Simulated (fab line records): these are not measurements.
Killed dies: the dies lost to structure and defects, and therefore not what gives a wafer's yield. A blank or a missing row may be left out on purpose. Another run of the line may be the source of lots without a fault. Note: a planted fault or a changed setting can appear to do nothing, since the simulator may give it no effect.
fab line records	flow sky130
[record] lots = 13	wafers = 39	last-day = 50
route steps=708 shown FIELD_ISO@10 CONTACT@406 METAL1@434 PAD_OPEN@708
lots that met no fault: taken from a fault-free run of the same line
start-h: hours from the record's first day to the start of the lot's first wafer shown	wait-h: hours elapsed since this lot's preceding step	" repeats the value in the row above	L1.1+2: several wafers, shown together as one row	- no value, or no start was given	* or withheld: withheld	< > ~ a bound
route shown NAME@n: NAME is a module with steps in the file, n the number in the route of the first one	usual: mean/standard deviation taken from wafers without a fault	same: alike in all rows	chamber/n: place in a boat	sites: the reading at each site	_std_site: the values' standard deviation	_edge_site: inner sites' mean taken away from outer sites' mean	radius-mm: how far each site lies from the wafer's centre	mask NAME#n: copy n	behind: tool/chamber where the wafer was last shaped	hold: why the lot went on hold/how many hours it stayed there/how the hold came to an end	device: the transistor (n, p or np) that didn't switch	end of line: tests run on the same wafers once the route is complete	a step with no rows: only its recipe	killed: not the wafer's yield, but the dies lost to structure and defects at the first sort	map: dies across one wafer; x = killed, . = not, _ = none there
set.NAME: the setting the step ran with; set.NAME@STEP: the setting that earlier step ran with	model.NAME: the simulator's own value behind a step, which no gauge read
one table for each step of the route and one row for each wafer, over a sample of lots
services: when a tool's chamber went out of use (start-h, in hours from the record's first day, below 0 if earlier), for how many hours, and the reason
[[steps]]
[step SKY_FIELD_ISO_SOFTBAKE_09]
[recipe] temp-c = 100	time-s = 90	resist = KrF-thick
[usual] heater-power-total-W = 57.36/0.12	plate-temp-C = 100.02/0.14	resist-line-temp-C = 23.01/0.12
lot.wafer	tool	chamber	start-h	wait-h	heater-power-total-W	plate-temp-C	resist-line-temp-C
L618.2	litho-track-04	0	21	-	57.34	99.78	22.78
L618.3	"	0	"	"	57.52	99.96	22.95
L618.4	"	0	"	"	57.26	99.96	23.08
L619.3	litho-track-02	0	26	-	57.27	100.17	22.97
L619.4	"	0	27	-	57.33	100.07	22.96
L619.5	"	0	"	"	57.30	100.08	23.05
L620.1	litho-track-02	0	31	-	57.23	100.16	22.96
L620.2	"	0	"	"	57.41	99.97	22.86
L620.6	"	0	"	"	57.20	100.11	23.17
L621.1	litho-track-02	0	36	-	54.25	96.52	22.96
L621.5	"	0	"	"	54.27	96.21	22.98
L621.6	"	0	"	"	54.46	96.35	22.99
L622.1	litho-track-02	0	41	-	54.32	96.19	22.73
L622.2	"	0	"	"	54.51	96.10	22.89
L622.3	"	0	"	"	54.24	96.32	22.66
L624.1	litho-track-04	0	65	-	57.23	99.89	22.98
L624.3	"	0	"	"	57.17	99.89	23.28
L624.4	"	0	"	"	57.23	100.17	22.98
L631.2	litho-track-01	0	87	-	57.22	100.01	22.98
L631.4	"	0	"	"	57.39	100.02	22.98
L631.5	"	0	"	"	57.40	100.09	22.97
L632.1	litho-track-01	0	94	-	57.20	99.78	23.03
L632.4	"	0	"	"	57.37	99.81	23.17
L632.5	"	0	"	"	57.21	99.79	23.04
L635.1	litho-track-04	0	107	-	57.36	100.07	23.05
L635.3	"	0	"	"	57.45	100.11	23.06
L635.5	"	0	"	"	57.27	99.87	22.91
L636.3	litho-track-02	0	114	-	57.32	100.08	22.97
L636.4	"	0	"	"	57.33	100.07	23.07
L636.5	"	0	"	"	57.55	100.25	23.11
L637.2	litho-track-02	0	119	-	57.51	100.07	23.16
L637.3	"	0	"	"	57.28	99.98	22.99
L637.4	"	0	"	"	57.44	100.01	22.90
L638.1	litho-track-04	0	126	-	57.53	100.10	22.92
L638.4	"	0	"	"	57.38	100.10	22.99
L638.5	"	0	"	"	57.28	99.98	23.02
L640.1	litho-track-01	0	136	-	57.47	100.02	22.98
L640.3	"	0	"	"	57.55	100.10	23.09
L640.5	"	0	"	"	57.28	100.07	23.09
[step SKY_CONTACT_CVD_00]
[recipe] material = Si3N4	target-thk-nm = 75	temp-c = 400	time-s = withheld	rf-w = 450
[usual] heater-power-w = 711/100
lot.wafer	tool	chamber	start-h	wait-h	heater-power-w
L618.2	pecvd-03	0	698.82	0.0	808
L618.3	"	1	"	"	494
L618.4	"	0	"	"	655
L619.3	pecvd-02	1	709.23	0.0	719
L619.4	"	1	"	"	727
L619.5	"	2	"	"	864
L620.1	pecvd-01	2	716.30	0.0	703
L620.2	"	1	"	"	694
L620.6	"	1	"	"	712
L621.1	pecvd-02	0	721.92	0.0	631
L621.5	"	2	"	"	896
L621.6	"	1	"	"	792
L622.1	pecvd-03	1	730.57	0.0	488
L622.2	"	2	"	"	852
L622.3	"	2	"	"	862
L624.1	pecvd-03	0	775.42	0.0	706
L624.3	"	2	"	"	761
L624.4	"	1	"	"	530
L631.2	pecvd-01	2	808.66	0.0	638
L631.4	"	1	"	"	687
L631.5	"	2	"	"	660
L632.1	pecvd-03	0	825.17	0.0	822
L632.4	"	0	"	"	800
L632.5	"	1	"	"	552
L636.3	pecvd-01	2	860.02	0.0	670
L636.4	"	2	"	"	636
L636.5	"	1	"	"	675
L635.1	pecvd-03	2	860.35	0.0	787
L635.3	"	0	"	"	773
L635.5	"	2	"	"	811
L637.2	pecvd-01	1	871.55	0.0	719
L637.3	"	0	"	"	640
L637.4	"	0	"	"	648
L638.1	pecvd-02	0	876.83	0.0	639
L638.4	"	0	"	"	662
L638.5	"	1	"	"	781
L640.1	pecvd-01	0	885.56	0.0	685
L640.3	"	1	"	"	720
L640.5	"	2	"	"	652
[step SKY_CONTACT_CMP_27]
[recipe] stop-on = SiO2	t-overpolish-s = 15	down-force-psi = 3.5	platen-rpm = 60	target-thk-nm = 0	pad-velocity-m-s = 0.94248
[usual] motor-current-A = 10.7/0.82	overpolish-run-s = 14.999/0.0086	slurry-flow-ml-min = 150.1/0.51	time-to-endpoint-s = 81.4/3
lot.wafer	tool	chamber	start-h	wait-h	motor-current-A	overpolish-run-s	slurry-flow-ml-min	time-to-endpoint-s
L618.2	cmp-01	2	727.69	0.0	11.2	14.998	150.1	84.0
L618.3	"	3	"	"	10.2	15.002	150.4	85.0
L618.4	"	1	"	"	10.1	15.003	150.3	85.8
L619.3	cmp-02	2	739.51	0.1	10.5	14.996	151.0	84.3
L619.4	"	3	"	"	10.4	14.992	149.7	82.3
L619.5	"	1	"	"	10.1	14.993	149.6	79.8
L620.2	cmp-02	1	745.64	0.0	10.4	15.009	150.3	76.6
L620.1	"	3	"	"	10.2	14.992	149.6	82.1
L620.6	"	2	"	"	11.2	14.988	150.0	79.6
L621.1	cmp-02	2	750.93	0.5	10.9	14.997	149.8	82.6
L621.5	"	1	"	"	10.4	15.012	149.5	77.4
L621.6	"	2	"	"	10.4	14.991	150.3	83.2
L622.1	cmp-01	0	757.95	0.1	11.8	15.004	150.6	79.3
L622.3	"	1	"	"	9.6	14.996	150.0	80.0
L622.2	"	2	"	"	12.7	14.975	150.3	80.1
L624.4	cmp-01	0	803.86	0.0	11.8	15.003	151.2	75.6
L624.1	"	2	"	"	12.5	15.000	150.5	78.2
L624.3	"	3	"	"	10.0	15.005	150.5	78.6
L631.2	cmp-02	2	836.00	0.1	11.1	15.003	149.1	81.8
L631.4	"	3	"	"	10.3	15.002	150.6	75.9
L631.5	"	2	"	"	11.2	15.011	149.4	81.9
L632.4	cmp-01	1	852.72	0.0	10.5	14.993	150.4	82.3
L632.1	"	2	"	"	12.7	15.006	149.8	80.2
L632.5	"	1	"	"	9.5	14.997	150.7	83.2
L636.3	cmp-02	0	887.09	0.1	10.3	15.005	149.5	81.5
L636.4	"	2	"	"	11.4	14.999	149.7	86.0
L636.5	"	3	"	"	10.1	15.003	149.7	85.6
L635.3	cmp-02	0	888.15	0.0	10.8	14.993	150.3	82.0
L635.1	"	1	"	"	10.5	15.012	149.9	82.4
L635.5	"	0	"	"	11.1	14.999	150.9	83.2
L637.4	cmp-01	1	899.29	0.0	9.7	15.000	149.2	82.7
L637.2	"	2	"	"	12.3	15.004	149.9	82.8
L637.3	"	0	"	"	11.6	15.013	150.8	81.3
L638.4	cmp-02	3	904.24	0.0	10.6	15.002	151.2	82.9
L638.1	"	1	"	"	9.6	15.003	149.4	79.9
L638.5	"	0	"	"	11.0	14.996	150.3	83.1
L640.1	cmp-02	0	912.85	0.1	10.7	14.987	150.0	81.8
L640.3	"	2	"	"	11.0	14.991	149.4	85.1
L640.5	"	1	"	"	9.9	14.997	149.2	78.8
[step SKY_METAL1_SPUTTER_00]
[recipe] material = Ti	target-thk-nm = 15	power-w = 3000	time-s = 10	chamber-pressure-pa = 0.4
[usual] throttle-valve-pct = 29.6/1.1
lot.wafer	tool	chamber	start-h	wait-h	throttle-valve-pct
L618.2	pvd-sputter-01	-	727.99	0.2	30.6
L618.3	"	-	"	"	29.9
L618.4	"	-	"	"	29.8
L619.3	pvd-sputter-01	-	739.76	0.2	29.2
L619.4	"	-	"	"	29.6
L619.5	"	-	"	"	29.6
L620.1	pvd-sputter-01	-	745.94	0.1	29.4
L620.2	"	-	"	"	30.8
L620.6	"	-	"	"	29.7
L621.1	pvd-sputter-01	-	751.18	0.2	29.5
L621.5	"	-	"	"	29.6
L621.6	"	-	"	"	29.4
L622.1	pvd-sputter-01	-	758.20	0.2	30.7
L622.2	"	-	"	"	29.6
L622.3	"	-	"	"	29.7
L624.1	pvd-sputter-01	-	804.16	0.1	30.5
L624.3	"	-	"	"	29.4
L624.4	"	-	"	"	29.5
L631.2	pvd-sputter-04	-	836.25	0.2	26.9
L631.4	"	-	"	"	30.0
L631.5	"	-	"	"	27.1
L632.1	pvd-sputter-04	-	853.02	0.2	30.6
L632.4	"	-	"	"	30.0
L632.5	"	-	"	"	29.9
L636.3	pvd-sputter-01	-	887.34	0.2	29.5
L636.4	"	-	"	"	30.5
L636.5	"	-	"	"	29.5
L635.1	pvd-sputter-04	-	888.45	0.2	30.2
L635.3	"	-	"	"	27.3
L635.5	"	-	"	"	30.6
L637.2	pvd-sputter-03	-	899.59	0.2	30.5
L637.3	"	-	"	"	29.3
L637.4	"	-	"	"	27.7
L638.1	pvd-sputter-03	-	904.54	0.1	30.2
L638.4	"	-	"	"	29.4
L638.5	"	-	"	"	29.4
L640.1	pvd-sputter-04	-	913.15	0.2	26.9
L640.3	"	-	"	"	29.9
L640.5	"	-	"	"	29.7
[step SKY_PAD_OPEN_PROBE_99]
[usual] killed_at_M0_to_M3 = 44/7.2	killed_at_M4_up = 3.0/1.8	killed-at-contacts = 24/5.4	killed-at-front-end = 14/4.4	killed-at-other = 0.4/0.64	killed-dies = 86/9.4	killed-on-rim = 17/3.8	killed-open = 47/7.7	killed-short = 39/5.8
[same] gross-dies = 492	killed-at-back-side = 0
lot.wafer	tool	chamber	start-h	wait-h	killed_at_M0_to_M3	killed_at_M4_up	killed-at-contacts	killed-at-front-end	killed-at-other	killed-dies	killed-on-rim	killed-open	killed-short
L618.2	prober-02	-	1066.16	0.1	50	2	23	21	1	97	18	53	43
L618.3	prober-02	-	1066.21	0.2	38	6	22	9	0	75	20	39	36
L618.4	prober-02	-	1066.26	0.2	42	0	27	10	0	79	11	39	40
L619.3	prober-01	-	1069.98	0.2	30	2	20	8	1	61	9	33	28
L619.4	prober-01	-	1070.03	0.2	43	5	19	20	0	87	21	46	41
L619.5	prober-01	-	1070.08	0.2	33	3	22	12	0	70	19	39	31
L620.1	prober-02	-	1081.17	0.1	34	4	23	10	0	71	15	37	34
L620.2	prober-02	-	1081.22	0.1	39	2	24	13	0	78	14	51	27
L620.6	prober-02	-	1081.42	0.2	48	4	19	14	0	85	17	40	44
L621.1	prober-01	-	1087.56	0.1	47	0	25	8	0	80	14	41	37
L621.5	prober-01	-	1087.76	0.2	35	3	23	20	0	81	19	43	37
L621.6	prober-01	-	1087.81	0.2	47	3	32	12	0	94	21	53	41
L622.1	prober-02	-	1089.41	0.1	42	1	20	21	1	85	15	41	44
L622.2	prober-02	-	1089.46	0.1	44	1	31	11	0	87	15	52	35
L622.3	prober-02	-	1089.51	0.2	57	2	39	13	0	111	23	52	59
L624.1	prober-01	-	1129.11	0.1	46	4	27	12	0	89	11	54	35
L624.3	prober-01	-	1129.21	0.2	44	5	25	13	0	87	16	45	42
L624.4	prober-01	-	1129.26	0.2	77	3	19	15	0	114	22	66	48
L631.2	prober-01	-	1150.68	0.1	41	3	23	7	0	74	14	36	38
L631.4	prober-01	-	1150.78	0.2	44	5	23	15	1	88	22	46	42
L631.5	prober-01	-	1150.83	0.2	50	4	11	10	0	75	20	34	41
L632.1	prober-02	-	1162.15	0.1	49	3	26	22	0	100	20	59	41
L632.4	prober-02	-	1162.30	0.2	41	5	20	15	0	81	14	42	39
L632.5	prober-02	-	1162.35	0.2	45	1	20	17	0	83	21	44	39
L636.3	prober-02	-	1185.34	0.2	46	5	25	14	0	90	12	50	40
L636.4	prober-02	-	1185.39	0.2	41	5	26	19	1	92	14	48	44
L636.5	prober-02	-	1185.44	0.2	35	4	35	13	0	87	13	45	42
L635.1	prober-01	-	1186.72	0.1	52	2	26	11	0	91	22	52	39
L635.3	prober-01	-	1186.82	0.2	45	2	19	18	0	84	15	55	28
L635.5	prober-01	-	1186.92	0.2	40	1	28	19	1	89	20	36	51
L637.2	prober-01	-	1191.38	0.1	53	5	18	17	0	93	19	43	50
L637.3	prober-01	-	1191.43	0.2	40	3	18	15	1	77	11	42	35
L637.4	prober-01	-	1191.48	0.2	45	4	14	14	0	77	15	41	36
L638.1	prober-01	-	1192.42	0.1	43	5	17	12	0	77	12	41	36
L638.4	prober-01	-	1192.57	0.2	41	3	26	14	0	84	12	42	42
L638.5	prober-01	-	1192.62	0.2	34	8	21	17	1	81	17	43	37
L640.1	prober-01	-	1203.17	0.1	44	4	29	8	2	87	15	45	42
L640.3	prober-01	-	1203.27	0.2	43	3	29	25	0	100	25	53	47
L640.5	prober-01	-	1203.37	0.2	40	3	22	18	0	83	14	40	43
// killed by level:class
L618.2 VIA3:geometric-particle:open=11 CONTACT:geometric-particle:open=9 VIA1:geometric-particle:open=8 CONTACT:geometric-particle:short=7 METAL2:geometric-particle:short=7 FIELD_ISO:geometric-particle:open=6 POLY_GATE:geometric-particle:short=5 VIA2:geometric-particle:short=5
L618.3 VIA1:geometric-particle:open=8 CONTACT:geometric-particle:open=7 LI_CONTACT:geometric-particle:open=7 METAL2:geometric-particle:short=7 VIA2:geometric-particle:open=5 METAL4:geometric-particle:short=4 FIELD_ISO:geometric-particle:short=3 METAL3:geometric-particle:short=3
L618.4 VIA3:geometric-particle:open=10 VIA1:geometric-particle:open=8 LOCAL_INTERCONNECT:geometric-particle:short=7 LI_CONTACT:geometric-particle:open=6 CONTACT:geometric-particle:open=6 CONTACT:geometric-particle:short=5 VIA1:geometric-particle:short=5 VIA2:geometric-particle:open=5
L619.3 LI_CONTACT:geometric-particle:open=8 VIA1:geometric-particle:open=8 CONTACT:geometric-particle:open=5 VIA3:geometric-particle:open=4 METAL2:geometric-particle:short=4 LI_CONTACT:geometric-particle:short=3 VIA2:geometric-particle:open=3 CONTACT:geometric-particle:short=3
L619.4 VIA1:geometric-particle:open=8 METAL2:geometric-particle:short=8 CONTACT:geometric-particle:open=7 FIELD_ISO:geometric-particle:open=6 METAL1:geometric-particle:short=6 POLY_GATE:geometric-particle:short=5 CONTACT:geometric-particle:short=5 VIA2:geometric-particle:open=5
L619.5 VIA1:geometric-particle:open=11 CONTACT:geometric-particle:open=8 METAL1:geometric-particle:short=7 POLY_GATE:geometric-particle:short=6 LI_CONTACT:geometric-particle:open=6 CONTACT:geometric-particle:short=5 POLY_GATE:geometric-particle:open=4 VIA3:geometric-particle:open=4
L620.1 LI_CONTACT:geometric-particle:open=9 VIA2:geometric-particle:open=8 CONTACT:geometric-particle:short=6 VIA1:geometric-particle:open=6 CONTACT:geometric-particle:open=4 VIA3:geometric-particle:open=4 METAL4:geometric-particle:short=4 FIELD_ISO:geometric-particle:open=3
L620.2 VIA1:geometric-particle:open=15 LI_CONTACT:geometric-particle:open=10 POLY_GATE:geometric-particle:open=6 VIA3:geometric-particle:open=6 CONTACT:geometric-particle:open=6 CONTACT:geometric-particle:short=4 VIA2:geometric-particle:short=4 VIA2:geometric-particle:open=4
L620.6 VIA1:geometric-particle:open=11 METAL2:geometric-particle:short=7 CONTACT:geometric-particle:short=7 VIA2:geometric-particle:short=6 VIA1:geometric-particle:short=6 VIA2:geometric-particle:open=6 VIA3:geometric-particle:open=5 FIELD_ISO:geometric-particle:short=4
L621.1 METAL1:geometric-particle:short=14 VIA1:geometric-particle:open=14 LI_CONTACT:geometric-particle:open=8 CONTACT:geometric-particle:open=7 CONTACT:geometric-particle:short=4 VIA1:geometric-particle:short=4 LOCAL_INTERCONNECT:geometric-particle:short=3 VIA2:geometric-particle:open=3
L621.5 VIA3:geometric-particle:open=9 CONTACT:geometric-particle:open=7 METAL1:geometric-particle:short=6 POLY_GATE:geometric-particle:open=5 LI_CONTACT:geometric-particle:open=5 VIA1:geometric-particle:open=5 FIELD_ISO:geometric-particle:short=4 LI_CONTACT:geometric-particle:short=4
L621.6 CONTACT:geometric-particle:open=16 VIA1:geometric-particle:open=14 FIELD_ISO:geometric-particle:short=7 LOCAL_INTERCONNECT:geometric-particle:short=6 VIA1:geometric-particle:short=6 VIA2:geometric-particle:open=6 VIA3:geometric-particle:open=6 METAL2:geometric-particle:short=5
L622.1 VIA1:geometric-particle:open=12 FIELD_ISO:geometric-particle:short=9 LI_CONTACT:geometric-particle:open=7 METAL1:geometric-particle:short=7 METAL2:geometric-particle:short=5 VIA2:geometric-particle:open=5 FIELD_ISO:geometric-particle:open=4 POLY_GATE:geometric-particle:short=4
L622.2 VIA3:geometric-particle:open=10 LI_CONTACT:geometric-particle:open=9 CONTACT:geometric-particle:open=9 VIA2:geometric-particle:open=8 VIA1:geometric-particle:open=7 METAL1:geometric-particle:short=6 CONTACT:geometric-particle:short=6 LI_CONTACT:geometric-particle:short=4
L622.3 VIA1:geometric-particle:open=15 LI_CONTACT:geometric-particle:open=12 METAL2:geometric-particle:short=11 CONTACT:geometric-particle:open=9 CONTACT:geometric-particle:short=7 METAL3:geometric-particle:short=6 METAL1:geometric-particle:short=6 LOCAL_INTERCONNECT:geometric-particle:short=5
L624.1 VIA3:geometric-particle:open=10 VIA1:geometric-particle:open=8 LI_CONTACT:geometric-particle:open=7 CONTACT:geometric-particle:open=6 METAL1:geometric-particle:short=6 VIA2:geometric-particle:open=5 LOCAL_INTERCONNECT:geometric-particle:open=4 LOCAL_INTERCONNECT:geometric-particle:short=4
L624.3 VIA1:geometric-particle:open=12 CONTACT:geometric-particle:open=7 METAL2:geometric-particle:short=7 LOCAL_INTERCONNECT:geometric-particle:short=5 CONTACT:geometric-particle:short=5 METAL1:geometric-particle:short=5 METAL4:geometric-particle:short=5 POLY_GATE:geometric-particle:open=4
L624.4 VIA1:geometric-particle:open=18 VIA3:geometric-particle:open=10 METAL2:geometric-particle:short=9 METAL1:geometric-particle:short=8 VIA2:geometric-particle:open=8 VIA1:geometric-particle:short=7 CONTACT:geometric-particle:open=6 METAL2:geometric-particle:open=5
L631.2 CONTACT:geometric-particle:open=13 METAL1:geometric-particle:short=8 VIA1:geometric-particle:open=8 METAL2:geometric-particle:short=6 VIA1:geometric-particle:short=5 LI_CONTACT:geometric-particle:open=4 VIA2:geometric-particle:open=4 FIELD_ISO:geometric-particle:short=3
L631.4 VIA1:geometric-particle:open=9 CONTACT:geometric-particle:open=8 VIA2:geometric-particle:open=8 FIELD_ISO:geometric-particle:short=6 FIELD_ISO:geometric-particle:open=6 LI_CONTACT:geometric-particle:open=6 VIA1:geometric-particle:short=6 VIA3:geometric-particle:open=6
L631.5 VIA1:geometric-particle:open=10 METAL2:geometric-particle:short=9 VIA3:geometric-particle:open=7 METAL1:geometric-particle:short=6 METAL2:geometric-particle:open=5 VIA2:geometric-particle:open=4 POLY_GATE:geometric-particle:short=4 METAL4:geometric-particle:short=4
L632.1 VIA1:geometric-particle:open=14 CONTACT:geometric-particle:open=8 FIELD_ISO:geometric-particle:open=7 LI_CONTACT:geometric-particle:open=7 CONTACT:geometric-particle:short=7 VIA2:geometric-particle:open=7 POLY_GATE:geometric-particle:open=6 VIA3:geometric-particle:open=6
L632.4 METAL1:geometric-particle:short=8 CONTACT:geometric-particle:open=8 VIA1:geometric-particle:open=8 VIA2:geometric-particle:open=7 LI_CONTACT:geometric-particle:open=7 METAL2:geometric-particle:short=6 FIELD_ISO:geometric-particle:short=5 FIELD_ISO:geometric-particle:open=4
L632.5 VIA1:geometric-particle:open=12 LOCAL_INTERCONNECT:geometric-particle:short=6 FIELD_ISO:geometric-particle:open=5 LI_CONTACT:geometric-particle:open=5 METAL2:geometric-particle:short=5 VIA2:geometric-particle:short=5 VIA3:geometric-particle:open=5 FIELD_ISO:geometric-particle:short=4
L636.3 LI_CONTACT:geometric-particle:open=13 VIA2:geometric-particle:open=8 VIA1:geometric-particle:open=8 CONTACT:geometric-particle:open=6 POLY_GATE:geometric-particle:open=5 METAL1:geometric-particle:short=5 METAL2:geometric-particle:short=5 VIA3:geometric-particle:short=5
L636.4 VIA2:geometric-particle:open=8 LI_CONTACT:geometric-particle:open=8 VIA3:geometric-particle:open=8 POLY_GATE:geometric-particle:short=7 CONTACT:geometric-particle:open=6 VIA1:geometric-particle:open=6 METAL1:geometric-particle:short=5 METAL4:geometric-particle:short=5
L636.5 CONTACT:geometric-particle:open=16 VIA1:geometric-particle:open=12 LI_CONTACT:geometric-particle:open=8 FIELD_ISO:geometric-particle:short=7 METAL2:geometric-particle:short=7 LI_CONTACT:geometric-particle:short=5 LOCAL_INTERCONNECT:geometric-particle:short=5 VIA1:geometric-particle:short=4
L635.1 VIA1:geometric-particle:open=14 METAL2:geometric-particle:short=8 VIA3:geometric-particle:open=8 LI_CONTACT:geometric-particle:open=7 FIELD_ISO:geometric-particle:open=6 LOCAL_INTERCONNECT:geometric-particle:short=6 CONTACT:geometric-particle:open=6 METAL1:geometric-particle:short=6
L635.3 VIA2:geometric-particle:open=11 VIA1:geometric-particle:open=10 LI_CONTACT:geometric-particle:open=8 POLY_GATE:geometric-particle:short=5 CONTACT:geometric-particle:open=5 FIELD_ISO:geometric-particle:open=4 POLY_GATE:geometric-particle:open=4 METAL1:geometric-particle:short=4
L635.5 VIA1:geometric-particle:open=12 CONTACT:geometric-particle:short=9 CONTACT:geometric-particle:open=9 FIELD_ISO:geometric-particle:short=5 POLY_GATE:geometric-particle:short=5 VIA1:geometric-particle:short=5 LOCAL_INTERCONNECT:geometric-particle:short=4 METAL1:geometric-particle:short=4
L637.2 VIA1:geometric-particle:open=9 METAL2:geometric-particle:short=7 VIA1:geometric-particle:short=7 CONTACT:geometric-particle:open=7 FIELD_ISO:geometric-particle:short=6 VIA3:geometric-particle:open=6 METAL1:geometric-particle:short=5 METAL3:geometric-particle:short=5
L637.3 VIA2:geometric-particle:open=10 CONTACT:geometric-particle:open=7 VIA1:geometric-particle:open=7 LI_CONTACT:geometric-particle:open=6 FIELD_ISO:geometric-particle:short=5 POLY_GATE:geometric-particle:short=5 VIA1:geometric-particle:short=5 METAL1:geometric-particle:short=4
L637.4 VIA1:geometric-particle:open=9 CONTACT:geometric-particle:open=8 VIA1:geometric-particle:short=6 VIA2:geometric-particle:open=6 POLY_GATE:geometric-particle:open=5 METAL1:geometric-particle:short=5 LOCAL_INTERCONNECT:geometric-particle:short=4 METAL2:geometric-particle:short=4
L638.1 VIA1:geometric-particle:open=13 CONTACT:geometric-particle:open=6 METAL1:geometric-particle:short=6 VIA2:geometric-particle:open=6 LI_CONTACT:geometric-particle:open=5 METAL2:geometric-particle:short=5 METAL4:geometric-particle:short=5 POLY_GATE:geometric-particle:short=4
L638.4 VIA1:geometric-particle:open=13 LOCAL_INTERCONNECT:geometric-particle:short=7 VIA3:geometric-particle:open=7 CONTACT:geometric-particle:open=6 METAL2:geometric-particle:short=6 LI_CONTACT:geometric-particle:open=5 LI_CONTACT:geometric-particle:short=4 CONTACT:geometric-particle:short=4
L638.5 LI_CONTACT:geometric-particle:open=9 VIA1:geometric-particle:open=9 VIA2:geometric-particle:open=8 FIELD_ISO:geometric-particle:short=7 METAL4:geometric-particle:short=7 LOCAL_INTERCONNECT:geometric-particle:short=5 FIELD_ISO:geometric-particle:open=4 CONTACT:geometric-particle:open=4
L640.1 CONTACT:geometric-particle:open=9 VIA1:geometric-particle:open=7 VIA2:geometric-particle:open=7 VIA3:geometric-particle:open=6 LI_CONTACT:geometric-particle:open=5 LOCAL_INTERCONNECT:geometric-particle:short=5 CONTACT:geometric-particle:short=5 VIA3:geometric-particle:short=5
L640.3 CONTACT:geometric-particle:open=14 VIA1:geometric-particle:open=9 VIA1:geometric-particle:short=8 METAL1:geometric-particle:short=7 FIELD_ISO:geometric-particle:open=6 POLY_GATE:geometric-particle:open=5 LI_CONTACT:geometric-particle:open=5 CONTACT:geometric-particle:short=5
L640.5 VIA1:geometric-particle:open=8 VIA1:geometric-particle:short=7 LI_CONTACT:geometric-particle:short=5 CONTACT:geometric-particle:short=5 CONTACT:geometric-particle:open=5 VIA3:geometric-particle:open=5 FIELD_ISO:geometric-particle:open=4 LI_CONTACT:geometric-particle:open=4
[[services]]
tool	chamber	start-h	hours	kind
cmp-01	-	5.73	2.0	repair
cmp-01	-	10.11	0.8	repair
cmp-01	-	18.48	13.0	pm
cmp-02	-	40.82	3.4	repair
pecvd-01	-	50.05	0.5	repair
pecvd-03	-	53.68	5.5	pm
cmp-02	-	90.64	2.4	repair
cmp-02	-	98.76	0.4	repair
cmp-02	-	104.67	1.3	repair
cmp-02	-	154.79	1.2	repair
cmp-02	-	184.09	1.2	repair
cmp-02	-	238.87	4.0	pm
cmp-02	-	249.68	2.1	repair
pvd-sputter-01	-	293.78	4.7	repair
cmp-02	-	299.81	4.0	pm
cmp-02	-	361.41	4.6	pm
pvd-sputter-01	-	461.95	3.1	repair
pvd-sputter-01	-	526.51	3.9	repair
cmp-02	-	578.87	4.0	pm
cmp-02	-	641.47	1.4	repair
cmp-02	-	674.40	0.5	repair
cmp-02	-	730.48	7.9	pm
pvd-sputter-01	-	837.86	1.5	repair
cmp-02	-	895.34	0.5	repair
[[key]]
[first-sign] step = SKY_FIELD_ISO_SOFTBAKE_09	reading = plate-temp-C	direction = down	sigmas = 26	usual = *	struck = *
[effect] step = SKY_FIELD_ISO_SOFTBAKE_09	reading = heater-power-total-W	direction = down	sigmas = 26	usual = *	struck = *
met-at SKY_FIELD_ISO_SOFTBAKE_09
struck-lots L621,L622
tester-left-out L621,L622
not-acting-at SKY_CONTACT_CVD_00,SKY_CONTACT_CMP_27,SKY_METAL1_SPUTTER_00
onset-between 31 36
[fault] kind = process-parameter-drift	tool = litho-track-02	chamber = -	onset-h = 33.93	steps = SKY_FIELD_ISO_SOFTBAKE_09	channel = temp-c	offset = *	shape = step	end-h = 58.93	acts-in = *	stated = *
// tester-left-out: of these lots the tester's yield and bins aren't shown, on N5 and GAA mostly nor the transistor test; their killed dies are dies lost to structure and defects alone, not to doping, threshold or leakage, so they don't give the yield
